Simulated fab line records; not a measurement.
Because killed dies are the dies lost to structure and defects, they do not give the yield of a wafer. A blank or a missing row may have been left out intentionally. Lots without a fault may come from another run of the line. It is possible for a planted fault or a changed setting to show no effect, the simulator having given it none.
Which of the tools did it? || flow sky130 || 11 lots, 33 wafers sampled, at 5 steps of a route of 708

## WHAT EACH GAUGE READ, for each wafer
Not one reading of a measure or inspect step in the record can be checked against a usual standard deviation.

## TOOL THAT RAN EACH LOT (tool first, then ch and the chambers of the sampled wafers, then the start)
{"lot": "L536", "SKY_VIA3_CMP_24": "cmp-02 ch 1,2,3, day 41 18:22", "SKY_METAL4_SPUTTER_04": "pvd-sputter-02, day 41 18:46", "SKY_VIA4_SPUTTER_17": "pvd-sputter-01, day 44 18:53", "SKY_METAL5_SPUTTER_03": "-", "SKY_PAD_OPEN_PROBE_99": "prober-01, day 47 10:34"}
{"lot": "L537", "SKY_VIA3_CMP_24": "cmp-02 ch 1,3, day 41 23:13", "SKY_METAL4_SPUTTER_04": "pvd-sputter-03, day 41 23:34", "SKY_VIA4_SPUTTER_17": "pvd-sputter-01, day 44 23:29", "SKY_METAL5_SPUTTER_03": "-", "SKY_PAD_OPEN_PROBE_99": "prober-02, day 47 15:41"}
{"lot": "L538", "SKY_VIA3_CMP_24": "cmp-01 ch 0,2,3, day 42 19:02", "SKY_METAL4_SPUTTER_04": "pvd-sputter-04, day 42 19:24", "SKY_VIA4_SPUTTER_17": "pvd-sputter-04, day 45 16:59", "SKY_METAL5_SPUTTER_03": "-", "SKY_PAD_OPEN_PROBE_99": "prober-01, day 48 06:48"}
{"lot": "L540", "SKY_VIA3_CMP_24": "cmp-02 ch 0,3, day 42 20:37", "SKY_METAL4_SPUTTER_04": "pvd-sputter-04, day 42 20:59", "SKY_VIA4_SPUTTER_17": "pvd-sputter-04, day 45 18:54", "SKY_METAL5_SPUTTER_03": "pvd-sputter-01, day 45 20:52", "SKY_PAD_OPEN_PROBE_99": "prober-01, day 48 10:46"}
{"lot": "L541", "SKY_VIA3_CMP_24": "cmp-02 ch 0,3, day 42 21:49", "SKY_METAL4_SPUTTER_04": "pvd-sputter-04, day 42 22:13", "SKY_VIA4_SPUTTER_17": "pvd-sputter-04, day 45 20:13", "SKY_METAL5_SPUTTER_03": "pvd-sputter-04, day 45 21:46", "SKY_PAD_OPEN_PROBE_99": "prober-02, day 48 11:08"}
{"lot": "L542", "SKY_VIA3_CMP_24": "cmp-02 ch 1,2, day 43 06:22", "SKY_METAL4_SPUTTER_04": "pvd-sputter-02, day 43 06:43", "SKY_VIA4_SPUTTER_17": "pvd-sputter-04, day 46 02:54", "SKY_METAL5_SPUTTER_03": "pvd-sputter-04, day 46 03:41", "SKY_PAD_OPEN_PROBE_99": "prober-01, day 48 16:25"}
{"lot": "L544", "SKY_VIA3_CMP_24": "cmp-01 ch 1,2,3, day 44 10:19", "SKY_METAL4_SPUTTER_04": "pvd-sputter-02, day 44 10:44", "SKY_VIA4_SPUTTER_17": "pvd-sputter-02, day 47 01:36", "SKY_METAL5_SPUTTER_03": "pvd-sputter-01, day 47 02:23", "SKY_PAD_OPEN_PROBE_99": "prober-02, day 49 13:26"}
{"lot": "L543", "SKY_VIA3_CMP_24": "cmp-02 ch 0,1,2, day 44 14:13", "SKY_METAL4_SPUTTER_04": "pvd-sputter-04, day 44 14:37", "SKY_VIA4_SPUTTER_17": "pvd-sputter-01, day 47 04:03", "SKY_METAL5_SPUTTER_03": "pvd-sputter-04, day 47 04:50", "SKY_PAD_OPEN_PROBE_99": "prober-01, day 49 14:06"}
{"lot": "L545", "SKY_VIA3_CMP_24": "cmp-01 ch 0,2,3, day 44 20:52", "SKY_METAL4_SPUTTER_04": "pvd-sputter-02, day 44 21:10", "SKY_VIA4_SPUTTER_17": "pvd-sputter-04, day 47 13:16", "SKY_METAL5_SPUTTER_03": "pvd-sputter-01, day 47 14:03", "SKY_PAD_OPEN_PROBE_99": "prober-02, day 49 22:49"}
{"lot": "L548", "SKY_VIA3_CMP_24": "cmp-02 ch 0,1,2, day 45 00:52", "SKY_METAL4_SPUTTER_04": "pvd-sputter-04, day 45 01:10", "SKY_VIA4_SPUTTER_17": "pvd-sputter-02, day 47 18:22", "SKY_METAL5_SPUTTER_03": "pvd-sputter-01, day 47 19:38", "SKY_PAD_OPEN_PROBE_99": "prober-02, day 50 04:34"}
{"lot": "L546", "SKY_VIA3_CMP_24": "cmp-01 ch 1,3, day 45 02:40", "SKY_METAL4_SPUTTER_04": "pvd-sputter-03, day 45 03:04", "SKY_VIA4_SPUTTER_17": "pvd-sputter-01, day 47 18:42", "SKY_METAL5_SPUTTER_03": "pvd-sputter-01, day 47 19:52", "SKY_PAD_OPEN_PROBE_99": "prober-01, day 50 04:40"}
- SKY_VIA3_CMP_24: polishes, stops on SiO2, t overpolish 20 s, target thk 0 nm.
- SKY_METAL4_SPUTTER_04: material TiN, target thk 70 nm, time 58.3 s.
- SKY_VIA4_SPUTTER_17: material TiN, target thk 20 nm, time 80 s.
- SKY_METAL5_SPUTTER_03: material Ti, target thk 5 nm, time 3.3 s.
- SKY_PAD_OPEN_PROBE_99

## AS READ BY THE TOOLS THEMSELVES (means over the sampled wafers that have a number; for cases with no such wafer, the mark the record gives instead)
SKY_VIA3_CMP_24. Usual: motor-current-A 11.1 A, standard deviation 1; overpolish-run-s 20.000 s, standard deviation 0.0096; retaining-ring-pressure-frac 0.999, standard deviation 0.0049; time-to-endpoint-s 95 s, standard deviation 3.8.
{"lot": "L536", "tool": "cmp-02", "motor-current-A (A)": 11.4, "overpolish-run-s (s)": 19.990, "retaining-ring-pressure-frac": 0.998, "time-to-endpoint-s (s)": 96, "flag": ""}
{"lot": "L537", "tool": "cmp-02", "motor-current-A (A)": 11.4, "overpolish-run-s (s)": 19.997, "retaining-ring-pressure-frac": 0.999, "time-to-endpoint-s (s)": 96, "flag": ""}
{"lot": "L538", "tool": "cmp-01", "motor-current-A (A)": 11.2, "overpolish-run-s (s)": 19.999, "retaining-ring-pressure-frac": 0.997, "time-to-endpoint-s (s)": 95, "flag": ""}
{"lot": "L540", "tool": "cmp-02", "motor-current-A (A)": 11.7, "overpolish-run-s (s)": 20.000, "retaining-ring-pressure-frac": 0.996, "time-to-endpoint-s (s)": 95, "flag": ""}
{"lot": "L541", "tool": "cmp-02", "motor-current-A (A)": 11.6, "overpolish-run-s (s)": 20.000, "retaining-ring-pressure-frac": 0.998, "time-to-endpoint-s (s)": 90, "flag": ""}
{"lot": "L542", "tool": "cmp-02", "motor-current-A (A)": 10.4, "overpolish-run-s (s)": 20.004, "retaining-ring-pressure-frac": 1.001, "time-to-endpoint-s (s)": 102, "flag": ""}
{"lot": "L544", "tool": "cmp-01", "motor-current-A (A)": 11.9, "overpolish-run-s (s)": 20.004, "retaining-ring-pressure-frac": 1.002, "time-to-endpoint-s (s)": 99, "flag": ""}
{"lot": "L543", "tool": "cmp-02", "motor-current-A (A)": 10.4, "overpolish-run-s (s)": 19.995, "retaining-ring-pressure-frac": 0.996, "time-to-endpoint-s (s)": 94, "flag": ""}
{"lot": "L545", "tool": "cmp-01", "motor-current-A (A)": 11.4, "overpolish-run-s (s)": 19.999, "retaining-ring-pressure-frac": 1.002, "time-to-endpoint-s (s)": 99, "flag": ""}
{"lot": "L548", "tool": "cmp-02", "motor-current-A (A)": 10.3, "overpolish-run-s (s)": 19.989, "retaining-ring-pressure-frac": 0.996, "time-to-endpoint-s (s)": 91, "flag": ""}
{"lot": "L546", "tool": "cmp-01", "motor-current-A (A)": 10.8, "overpolish-run-s (s)": 19.999, "retaining-ring-pressure-frac": 0.998, "time-to-endpoint-s (s)": 93, "flag": ""}

SKY_METAL4_SPUTTER_04. Usual: cathode-dc-power-W 6500.0 W, standard deviation 1.1; chamber-pressure-pa 0.4002 Pa, standard deviation 0.00081; throttle-valve-pct 29.7 %, standard deviation 1.3.
{"lot": "L536", "tool": "pvd-sputter-02", "cathode-dc-power-W (W)": 6500.8, "chamber-pressure-pa (Pa)": 0.4004, "throttle-valve-pct (%)": 29.0, "flag": ""}
{"lot": "L537", "tool": "pvd-sputter-03", "cathode-dc-power-W (W)": 6499.9, "chamber-pressure-pa (Pa)": 0.4000, "throttle-valve-pct (%)": 32.5, "flag": ""}
{"lot": "L538", "tool": "pvd-sputter-04", "cathode-dc-power-W (W)": 6499.5, "chamber-pressure-pa (Pa)": 0.3999, "throttle-valve-pct (%)": 29.8, "flag": ""}
{"lot": "L540", "tool": "pvd-sputter-04", "cathode-dc-power-W (W)": 6500.0, "chamber-pressure-pa (Pa)": 0.3995, "throttle-valve-pct (%)": 29.5, "flag": ""}
{"lot": "L541", "tool": "pvd-sputter-04", "cathode-dc-power-W (W)": 6501.2, "chamber-pressure-pa (Pa)": 0.4007, "throttle-valve-pct (%)": 30.1, "flag": ""}
{"lot": "L542", "tool": "pvd-sputter-02", "cathode-dc-power-W (W)": 6500.1, "chamber-pressure-pa (Pa)": 0.3997, "throttle-valve-pct (%)": 29.6, "flag": ""}
{"lot": "L544", "tool": "pvd-sputter-02", "cathode-dc-power-W (W)": 6500.4, "chamber-pressure-pa (Pa)": 0.4001, "throttle-valve-pct (%)": 29.5, "flag": ""}
{"lot": "L543", "tool": "pvd-sputter-04", "cathode-dc-power-W (W)": 6500.5, "chamber-pressure-pa (Pa)": 0.4000, "throttle-valve-pct (%)": 30.0, "flag": ""}
{"lot": "L545", "tool": "pvd-sputter-02", "cathode-dc-power-W (W)": 6499.1, "chamber-pressure-pa (Pa)": 0.3999, "throttle-valve-pct (%)": 28.8, "flag": ""}
{"lot": "L548", "tool": "pvd-sputter-04", "cathode-dc-power-W (W)": 6499.4, "chamber-pressure-pa (Pa)": 0.4008, "throttle-valve-pct (%)": 29.2, "flag": ""}
{"lot": "L546", "tool": "pvd-sputter-03", "cathode-dc-power-W (W)": 6501.0, "chamber-pressure-pa (Pa)": 0.4006, "throttle-valve-pct (%)": 31.7, "flag": ""}

SKY_VIA4_SPUTTER_17. Usual: cathode-dc-power-W 3999.9 W, standard deviation 0.73; chamber-pressure-pa 5.000 Pa, standard deviation 0.0099; throttle-valve-pct 30.0 %, standard deviation 1.2.
{"lot": "L536", "tool": "pvd-sputter-01", "cathode-dc-power-W (W)": "-", "chamber-pressure-pa (Pa)": "-", "throttle-valve-pct (%)": "-", "flag": "OFF"}
{"lot": "L537", "tool": "pvd-sputter-01", "cathode-dc-power-W (W)": "-", "chamber-pressure-pa (Pa)": "-", "throttle-valve-pct (%)": "-", "flag": "OFF"}
{"lot": "L538", "tool": "pvd-sputter-04", "cathode-dc-power-W (W)": "-", "chamber-pressure-pa (Pa)": "-", "throttle-valve-pct (%)": "-", "flag": "OFF"}
{"lot": "L540", "tool": "pvd-sputter-04", "cathode-dc-power-W (W)": 3999.8, "chamber-pressure-pa (Pa)": 4.994, "throttle-valve-pct (%)": 29.8, "flag": ""}
{"lot": "L541", "tool": "pvd-sputter-04", "cathode-dc-power-W (W)": 4000.2, "chamber-pressure-pa (Pa)": 5.003, "throttle-valve-pct (%)": 29.6, "flag": ""}
{"lot": "L542", "tool": "pvd-sputter-04", "cathode-dc-power-W (W)": 3999.5, "chamber-pressure-pa (Pa)": 5.002, "throttle-valve-pct (%)": 30.1, "flag": ""}
{"lot": "L544", "tool": "pvd-sputter-02", "cathode-dc-power-W (W)": 3999.5, "chamber-pressure-pa (Pa)": 4.995, "throttle-valve-pct (%)": 29.5, "flag": ""}
{"lot": "L543", "tool": "pvd-sputter-01", "cathode-dc-power-W (W)": 3999.9, "chamber-pressure-pa (Pa)": 4.997, "throttle-valve-pct (%)": 31.3, "flag": ""}
{"lot": "L545", "tool": "pvd-sputter-04", "cathode-dc-power-W (W)": 4000.0, "chamber-pressure-pa (Pa)": 4.996, "throttle-valve-pct (%)": 30.1, "flag": ""}
{"lot": "L548", "tool": "pvd-sputter-02", "cathode-dc-power-W (W)": 4000.0, "chamber-pressure-pa (Pa)": 4.997, "throttle-valve-pct (%)": 29.5, "flag": ""}
{"lot": "L546", "tool": "pvd-sputter-01", "cathode-dc-power-W (W)": 3999.7, "chamber-pressure-pa (Pa)": 4.997, "throttle-valve-pct (%)": 31.2, "flag": ""}

SKY_METAL5_SPUTTER_03. Usual: cathode-dc-power-W 3000.0 W, standard deviation 0.56; chamber-pressure-pa 0.4000 Pa, standard deviation 0.00086; throttle-valve-pct 30.7 %, standard deviation 1.3.
{"lot": "L540", "tool": "pvd-sputter-01", "cathode-dc-power-W (W)": 2999.8, "chamber-pressure-pa (Pa)": 0.4001, "throttle-valve-pct (%)": 31.3, "flag": ""}
{"lot": "L541", "tool": "pvd-sputter-04", "cathode-dc-power-W (W)": 3000.2, "chamber-pressure-pa (Pa)": 0.3996, "throttle-valve-pct (%)": 30.0, "flag": ""}
{"lot": "L542", "tool": "pvd-sputter-04", "cathode-dc-power-W (W)": 3000.2, "chamber-pressure-pa (Pa)": 0.4006, "throttle-valve-pct (%)": 28.9, "flag": ""}
{"lot": "L544", "tool": "pvd-sputter-01", "cathode-dc-power-W (W)": 2999.8, "chamber-pressure-pa (Pa)": 0.3998, "throttle-valve-pct (%)": 30.3, "flag": ""}
{"lot": "L543", "tool": "pvd-sputter-04", "cathode-dc-power-W (W)": 3000.0, "chamber-pressure-pa (Pa)": 0.4001, "throttle-valve-pct (%)": 29.9, "flag": ""}
{"lot": "L545", "tool": "pvd-sputter-01", "cathode-dc-power-W (W)": 3000.0, "chamber-pressure-pa (Pa)": 0.3998, "throttle-valve-pct (%)": 30.3, "flag": ""}
{"lot": "L548", "tool": "pvd-sputter-01", "cathode-dc-power-W (W)": 3000.1, "chamber-pressure-pa (Pa)": 0.4000, "throttle-valve-pct (%)": 31.4, "flag": ""}
{"lot": "L546", "tool": "pvd-sputter-01", "cathode-dc-power-W (W)": 3000.3, "chamber-pressure-pa (Pa)": 0.4011, "throttle-valve-pct (%)": 31.2, "flag": ""}

SKY_PAD_OPEN_PROBE_99. Usual: defect-limited-yield 82.6 %, standard deviation 1.8; killed_at_M0_to_M3 44, standard deviation 6.5; killed_at_M4_up 3.3, standard deviation 1.9; killed-at-contacts 23, standard deviation 4.7; killed-at-front-end 15, standard deviation 4.5; killed-at-other 0.2, standard deviation 0.52; killed-dies 86, standard deviation 8.9; killed-on-rim 17, standard deviation 3.7; killed-open 47, standard deviation 6.8; killed-short 39, standard deviation 6.1; sort_bin_3_pad_short 0.8 %, standard deviation 0.44; sort_bin_5_function 10.3 %, standard deviation 1.4; sort_bin_6_memory 6.3 %, standard deviation 1.1; sort-n-pass 406, standard deviation 8.9; sort-yield-pct 82.6 %, standard deviation 1.8.
{"lot": "L536", "tool": "prober-01", "defect-limited-yield (%)": 0.0, "killed_at_M0_to_M3": 43, "killed_at_M4_up": 413.7, "killed-at-contacts": 26, "killed-at-front-end": 9, "killed-at-other": 0.0, "killed-dies": 492, "killed-on-rim": 96, "killed-open": 48, "killed-short": 33, "sort_bin_3_pad_short (%)": 0.8, "sort_bin_5_function (%)": 93.7, "sort_bin_6_memory (%)": 5.5, "sort-n-pass": 0, "sort-yield-pct (%)": 0.0, "flag": "OFF"}
{"lot": "L537", "tool": "prober-02", "defect-limited-yield (%)": 0.0, "killed_at_M0_to_M3": 36, "killed_at_M4_up": 418.0, "killed-at-contacts": 19, "killed-at-front-end": 19, "killed-at-other": 0.3, "killed-dies": 492, "killed-on-rim": 96, "killed-open": 43, "killed-short": 35, "sort_bin_3_pad_short (%)": 1.0, "sort_bin_5_function (%)": 93.2, "sort_bin_6_memory (%)": 5.8, "sort-n-pass": 0, "sort-yield-pct (%)": 0.0, "flag": "OFF"}
{"lot": "L538", "tool": "prober-01", "defect-limited-yield (%)": 0.0, "killed_at_M0_to_M3": 43, "killed_at_M4_up": 410.3, "killed-at-contacts": 24, "killed-at-front-end": 15, "killed-at-other": 0.0, "killed-dies": 492, "killed-on-rim": 96, "killed-open": 45, "killed-short": 42, "sort_bin_3_pad_short (%)": 0.9, "sort_bin_5_function (%)": 92.7, "sort_bin_6_memory (%)": 6.4, "sort-n-pass": 0, "sort-yield-pct (%)": 0.0, "flag": "OFF"}
{"lot": "L540", "tool": "prober-01", "defect-limited-yield (%)": 83.1, "killed_at_M0_to_M3": 44, "killed_at_M4_up": 2.0, "killed-at-contacts": 24, "killed-at-front-end": 12, "killed-at-other": 0.3, "killed-dies": 83, "killed-on-rim": 18, "killed-open": 45, "killed-short": 38, "sort_bin_3_pad_short (%)": 1.0, "sort_bin_5_function (%)": 9.5, "sort_bin_6_memory (%)": 6.4, "sort-n-pass": 409, "sort-yield-pct (%)": 83.1, "flag": ""}
{"lot": "L541", "tool": "prober-02", "defect-limited-yield (%)": 82.5, "killed_at_M0_to_M3": 43, "killed_at_M4_up": 2.7, "killed-at-contacts": 27, "killed-at-front-end": 14, "killed-at-other": 0.0, "killed-dies": 86, "killed-on-rim": 15, "killed-open": 47, "killed-short": 39, "sort_bin_3_pad_short (%)": 0.9, "sort_bin_5_function (%)": 9.7, "sort_bin_6_memory (%)": 6.9, "sort-n-pass": 406, "sort-yield-pct (%)": 82.5, "flag": ""}
{"lot": "L542", "tool": "prober-01", "defect-limited-yield (%)": 84.3, "killed_at_M0_to_M3": 40, "killed_at_M4_up": 3.3, "killed-at-contacts": 20, "killed-at-front-end": 14, "killed-at-other": 0.0, "killed-dies": 77, "killed-on-rim": 15, "killed-open": 45, "killed-short": 33, "sort_bin_3_pad_short (%)": 0.3, "sort_bin_5_function (%)": 9.8, "sort_bin_6_memory (%)": 5.6, "sort-n-pass": 415, "sort-yield-pct (%)": 84.3, "flag": ""}
{"lot": "L544", "tool": "prober-02", "defect-limited-yield (%)": 81.9, "killed_at_M0_to_M3": 44, "killed_at_M4_up": 3.3, "killed-at-contacts": 25, "killed-at-front-end": 17, "killed-at-other": 0.0, "killed-dies": 89, "killed-on-rim": 19, "killed-open": 50, "killed-short": 39, "sort_bin_3_pad_short (%)": 0.5, "sort_bin_5_function (%)": 11.6, "sort_bin_6_memory (%)": 6.0, "sort-n-pass": 403, "sort-yield-pct (%)": 81.9, "flag": ""}
{"lot": "L543", "tool": "prober-01", "defect-limited-yield (%)": 83.9, "killed_at_M0_to_M3": 36, "killed_at_M4_up": 4.0, "killed-at-contacts": 26, "killed-at-front-end": 13, "killed-at-other": 0.0, "killed-dies": 79, "killed-on-rim": 17, "killed-open": 44, "killed-short": 35, "sort_bin_3_pad_short (%)": 0.7, "sort_bin_5_function (%)": 9.5, "sort_bin_6_memory (%)": 5.8, "sort-n-pass": 413, "sort-yield-pct (%)": 83.9, "flag": ""}
{"lot": "L545", "tool": "prober-02", "defect-limited-yield (%)": 81.6, "killed_at_M0_to_M3": 47, "killed_at_M4_up": 3.0, "killed-at-contacts": 23, "killed-at-front-end": 18, "killed-at-other": 0.0, "killed-dies": 91, "killed-on-rim": 15, "killed-open": 47, "killed-short": 43, "sort_bin_3_pad_short (%)": 1.1, "sort_bin_5_function (%)": 11.0, "sort_bin_6_memory (%)": 6.3, "sort-n-pass": 401, "sort-yield-pct (%)": 81.6, "flag": ""}
{"lot": "L548", "tool": "prober-02", "defect-limited-yield (%)": 84.5, "killed_at_M0_to_M3": 37, "killed_at_M4_up": 4.7, "killed-at-contacts": 24, "killed-at-front-end": 11, "killed-at-other": 0.0, "killed-dies": 76, "killed-on-rim": 15, "killed-open": 38, "killed-short": 38, "sort_bin_3_pad_short (%)": 0.9, "sort_bin_5_function (%)": 8.3, "sort_bin_6_memory (%)": 6.2, "sort-n-pass": 416, "sort-yield-pct (%)": 84.5, "flag": ""}
{"lot": "L546", "tool": "prober-01", "defect-limited-yield (%)": 81.0, "killed_at_M0_to_M3": 50, "killed_at_M4_up": 3.3, "killed-at-contacts": 24, "killed-at-front-end": 15, "killed-at-other": 0.3, "killed-dies": 93, "killed-on-rim": 18, "killed-open": 48, "killed-short": 45, "sort_bin_3_pad_short (%)": 0.9, "sort_bin_5_function (%)": 10.4, "sort_bin_6_memory (%)": 7.7, "sort-n-pass": 399, "sort-yield-pct (%)": 81.0, "flag": ""}

## THE ANSWER, worked out from the rows above alone
Rule: a lot counts as off when the mean over its wafers that have a number is more than 3 standard deviations away from the usual mean. A lot without any number at a reading at which 4 lots or more have one is off too. Where the step has rows for the other lots, those lots are counted as sound. The gauges are gone through in route order, then the tools' own readings, and for those a lot's mean is taken as printed above. At the first step where some lot is off, the reading lying furthest off is the one used; lots without a number count as furthest.
Off at SKY_VIA4_SPUTTER_17 (cathode-dc-power-W): L536, L537, L538. Without a number there: L536, L537, L538.
If a tool, at that step or one of the process steps before it, ran each lot that is off and ran no sound lot following the first of them, it fits. No candidate that was tried fits.

## WHAT THE SIMULATOR HAD PUT IN
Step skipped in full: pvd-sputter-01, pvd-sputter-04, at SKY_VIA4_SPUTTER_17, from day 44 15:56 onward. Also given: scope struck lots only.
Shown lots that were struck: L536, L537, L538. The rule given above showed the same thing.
